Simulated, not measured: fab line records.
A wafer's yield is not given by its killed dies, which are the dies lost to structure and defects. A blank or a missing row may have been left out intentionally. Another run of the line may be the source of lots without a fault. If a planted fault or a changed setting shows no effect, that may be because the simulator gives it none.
fab line records    flow sfq-line
record: lots: 14  wafers: 42  last-day: 96
route steps=325 shown I0@44
lots with no fault: from the same line, run without faults
start-h: hours from the record's first day to the start of the lot's first wafer shown    wait-h: hours since the lot's step before    " unchanged from the row above    L1.1+2: a single row standing in for several wafers    - no value present, or no start provided    * or withheld: withheld    < > ~ a bound
route shown NAME@n: NAME is a module with steps in the file, n the number in the route of the first one    usual: the fault-free wafers' mean and standard deviation    same: alike in all rows    chamber/n: place in a boat    sites: the reading at each site    _std_site: their standard deviation    _edge_site: the outer-site mean with the inner-site mean subtracted    radius-mm: for every site, how far away it sits from the centre of the wafer    mask NAME#n: copy n    behind: the most recent tool/chamber to have shaped the wafer    hold: what put the lot on hold/how long, in hours/how the hold closed    device: the transistor (n, p or np) that didn't switch    end of line: tests run on the same wafers once the route is complete    where a step has no rows: the recipe by itself    killed: count of dies lost to structure and defects at first sort (not the wafer's yield)    map: shows each die of a wafer: x if killed, . if not, _ if none is there
set.NAME: the run value of the setting; set.NAME@STEP: its run value at that earlier step    model.NAME: the simulator's own value behind a step, which no gauge read
one table for each step of the route and one row for each wafer, over a sample of lots
services: when a tool's chamber went out of use (start-h, in hours from the record's first day, below 0 if earlier), for how many hours, and the reason
== steps ==
step: SFQ_TRILAYER_I0_CMP_CMP_028
recipe: material: SiO2  down-force-psi: 3  platen-rpm: 60  pad-velocity-m-s: 0.94248
usual: motor-current-A: 10.2/1.1  time-to-endpoint-s: 219/6.2
lot.wafer  tool    chamber  start-h  wait-h  motor-current-A  time-to-endpoint-s
L949.1     cmp-02  2        268.67   1.2     11.2             216
L949.5     "       1        270.17   2.7     11.0             223
L949.6     "       2        "        "       11.3             226
L952.1     cmp-02  3        297.10   3.2     9.5              219
L952.2     "       1        298.10   4.2     12.0             214
L952.5     "       3        299.10   5.2     9.1              212
L953.4     cmp-02  0        303.10   4.2     8.7              231
L953.1     "       1        "        "       11.9             211
L953.3     "       2        "        "       11.6             218
L954.1     cmp-02  3        318.62   0.5     9.1              275
L954.4     "       0        "        "       9.2              284
L954.6     "       3        320.62   2.5     9.1              286
L955.3     cmp-02  0        326.52   0.0     8.9              281
L955.4     "       2        327.52   1.0     11.3             279
L955.6     "       1        329.02   2.5     11.7             284
L956.1     cmp-01  2        342.25   0.0     11.0             221
L956.5     "       2        344.25   2.0     10.2             224
L956.6     "       3        "        "       10.3             224
L957.4     cmp-01  1        351.73   1.5     10.1             220
L957.6     "       2        "        "       10.8             224
L957.5     "       3        "        "       10.3             229
L962.4     cmp-02  0        384.85   0.3     9.0              223
L962.1     "       2        385.85   1.3     11.0             211
L962.2     "       3        "        "       8.9              206
L964.4     cmp-01  0        399.90   2.3     9.5              216
L964.1     "       1        "        "       9.9              211
L964.5     "       0        401.90   4.3     10.1             222
L965.2     cmp-01  3        409.61   0.1     10.2             212
L965.4     "       1        410.61   1.0     10.4             225
L965.1     "       2        "        "       10.7             212
L968.3     cmp-02  3        450.58   0.5     9.1              213
L968.1     "       1        451.58   1.5     11.8             206
L968.6     "       2        "        "       11.6             222
L969.3     cmp-02  2        462.30   1.0     11.4             215
L969.5     "       0        463.30   2.0     8.6              228
L969.6     "       1        "        "       12.0             218
L970.4     cmp-01  3        470.42   1.0     10.6             228
L970.2     "       0        "        "       9.3              222
L970.6     "       2        471.92   2.5     11.2             221
L971.4     cmp-02  2        477.10   2.9     11.6             217
L971.5     "       1        478.60   4.4     11.7             216
L971.6     "       2        "        "       11.2             218
step: SFQ_TRILAYER_I0_METRO_MEASURE_029
usual: thk-nm: 198.5/1.1
lot.wafer  tool           chamber  start-h  wait-h  thk-nm
L949.1     film-metro-04  -        271.29   0.1     197.6
L949.5     "              -        "        "       197.4
L949.6     "              -        "        "       196.8
L952.1     film-metro-04  -        299.72   0.1     198.4
L952.2     "              -        "        "       198.0
L952.5     "              -        "        "       198.5
L953.1     film-metro-03  -        305.72   0.1     195.8
L953.3     "              -        "        "       197.5
L953.4     "              -        "        "       198.0
L954.1     film-metro-02  -        321.24   0.1     302.7
L954.4     "              -        "        "       306.5
L954.6     "              -        "        "       305.4
L955.3     film-metro-03  -        330.04   0.5     304.9
L955.4     "              -        "        "       304.1
L955.6     "              -        "        "       304.0
L956.1     film-metro-04  -        345.37   0.1     199.4
L956.5     "              -        "        "       199.3
L956.6     "              -        "        "       198.5
L957.4     film-metro-04  -        353.95   0.6     200.0
L957.5     "              -        "        "       199.5
L957.6     "              -        "        "       200.1
L962.1     film-metro-02  -        387.97   0.1     197.0
L962.2     "              -        "        "       196.9
L962.4     "              -        "        "       198.3
L964.1     film-metro-02  -        402.52   0.1     199.5
L964.4     "              -        "        "       198.0
L964.5     "              -        "        "       199.0
L965.1     film-metro-04  -        412.73   0.1     199.3
L965.2     "              -        "        "       198.8
L965.4     "              -        "        "       198.2
L968.1     film-metro-04  -        453.20   0.1     198.0
L968.3     "              -        "        "       198.5
L968.6     "              -        "        "       197.8
L969.3     film-metro-04  -        464.82   0.5     198.2
L969.5     "              -        "        "       198.7
L969.6     "              -        "        "       197.1
L970.2     film-metro-03  -        472.74   0.3     199.8
L970.4     "              -        "        "       198.1
L970.6     "              -        "        "       198.9
L971.4     film-metro-04  -        480.32   0.6     197.7
L971.5     "              -        "        "       196.9
L971.6     "              -        "        "       198.8
step: SFQ_TRILAYER_I0_VIA_ETCH_VIA_ETCH_034
recipe: target: SiO2  stop-on: Nb  mask-material: PR  taper-deg: 20  chemistry: CHF3  target-depth-nm: 260  source-w: 500  bias-w: 80  pressure-mtorr: 30  time-s: withheld
usual: drypump-motor-current-A: 5.9/0.41  oes-product-au: 0.851/0.0051
lot.wafer  tool         chamber  start-h  wait-h  drypump-motor-current-A  oes-product-au
L949.1     rie-diel-01  1        400.17   0.0     6.0                      0.847
L949.5     "            3        "        "       5.3                      0.844
L949.6     "            2        "        "       6.1                      0.852
L952.1     rie-diel-01  1        432.70   0.0     5.9                      0.854
L952.2     "            2        "        "       6.1                      0.852
L952.5     "            2        "        "       6.2                      0.851
L953.1     rie-diel-01  2        443.50   0.0     6.2                      0.840
L953.3     "            1        "        "       5.9                      0.846
L953.4     "            3        "        "       5.3                      0.855
L954.1     rie-diel-01  2        464.95   0.0     6.2                      1.001
L954.4     "            0        "        "       5.4                      1.008
L954.6     "            0        "        "       5.4                      0.998
L955.3     rie-diel-01  2        475.61   0.0     6.1                      0.998
L955.4     "            0        "        "       5.4                      1.004
L955.6     "            1        "        "       6.0                      1.008
L956.1     rie-diel-01  1        491.21   0.0     5.9                      0.856
L956.5     "            0        "        "       5.4                      0.859
L956.6     "            3        "        "       5.3                      0.852
L957.4     rie-diel-01  2        501.20   0.0     6.2                      0.850
L957.5     "            2        "        "       6.1                      0.852
L957.6     "            3        "        "       5.3                      0.861
L962.1     rie-diel-01  2        543.20   0.0     6.2                      0.853
L962.2     "            0        "        "       5.4                      0.846
L962.4     "            1        "        "       6.0                      0.852
L964.1     rie-diel-04  1        545.60   0.0     5.3                      0.853
L964.4     "            0        "        "       6.0                      0.853
L964.5     "            3        "        "       5.6                      0.857
L965.1     rie-diel-03  0        569.95   0.0     6.4                      0.853
L965.2     "            2        "        "       6.5                      0.858
L965.4     "            1        "        "       5.5                      0.847
L968.1     rie-diel-04  1        609.68   0.0     5.3                      0.855
L968.3     "            3        "        "       5.6                      0.851
L968.6     "            2        "        "       6.2                      0.850
L969.3     rie-diel-04  3        622.48   0.0     5.5                      0.849
L969.5     "            2        "        "       6.2                      0.851
L969.6     "            3        "        "       5.6                      0.843
L970.2     rie-diel-03  3        629.68   0.0     6.2                      0.853
L970.4     "            2        "        "       6.5                      0.847
L970.6     "            0        "        "       6.4                      0.845
L971.4     rie-diel-04  1        636.88   0.0     5.3                      0.853
L971.5     "            1        "        "       5.3                      0.855
L971.6     "            0        "        "       6.0                      0.855
== services ==
tool           chamber  start-h  hours  kind
cmp-02         -        244.98   1.0    repair
rie-diel-01    3        249.28   4.8    repair
cmp-02         -        256.08   0.6    repair
rie-diel-01    0        256.69   2.1    repair
rie-diel-01    1        278.51   1.3    repair
cmp-02         -        282.97   1.1    repair
film-metro-04  -        328.89   1.6    pm
cmp-02         -        332.65   10.6   pm
cmp-02         -        348.60   4.5    pm
rie-diel-01    2        387.21   3.2    repair
film-metro-04  -        398.49   1.3    pm
rie-diel-01    2        422.88   5.2    repair
rie-diel-01    0        440.85   7.1    repair
cmp-02         -        445.13   0.5    repair
film-metro-04  -        467.31   0.2    pm
film-metro-04  -        469.12   0.7    pm
cmp-02         -        508.03   0.4    repair
rie-diel-01    1        532.66   10.4   repair
cmp-02         -        538.24   6.2    repair
cmp-02         -        542.49   11.5   repair
rie-diel-01    0        565.83   6.3    repair
cmp-02         -        575.15   4.0    pm
rie-diel-01    3        575.33   6.3    repair
cmp-02         -        632.84   0.8    repair
== key ==
first-sign: step: SFQ_TRILAYER_I0_CMP_CMP_028  reading: time-to-endpoint-s  direction: up  sigmas: 10  usual: *  struck: *
effect: step: SFQ_TRILAYER_I0_METRO_MEASURE_029  reading: thk-nm  direction: up  sigmas: 95  usual: 198.5  struck: 304.6
effect: step: SFQ_TRILAYER_I0_VIA_ETCH_VIA_ETCH_034  reading: oes-product-au  direction: up  sigmas: 30  usual: 0.851  struck: 1.003
met-at SFQ_TRILAYER_I0_CMP_CMP_028
struck-lots L954,L955
onset-between 303.10 318.62
fault: kind: process-parameter-drift  tool: cmp-02  chamber: -  onset-h: 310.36  steps: SFQ_TRILAYER_I0_CMP_CMP_028  channel: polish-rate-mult  offset: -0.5  shape: step  end-h: 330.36
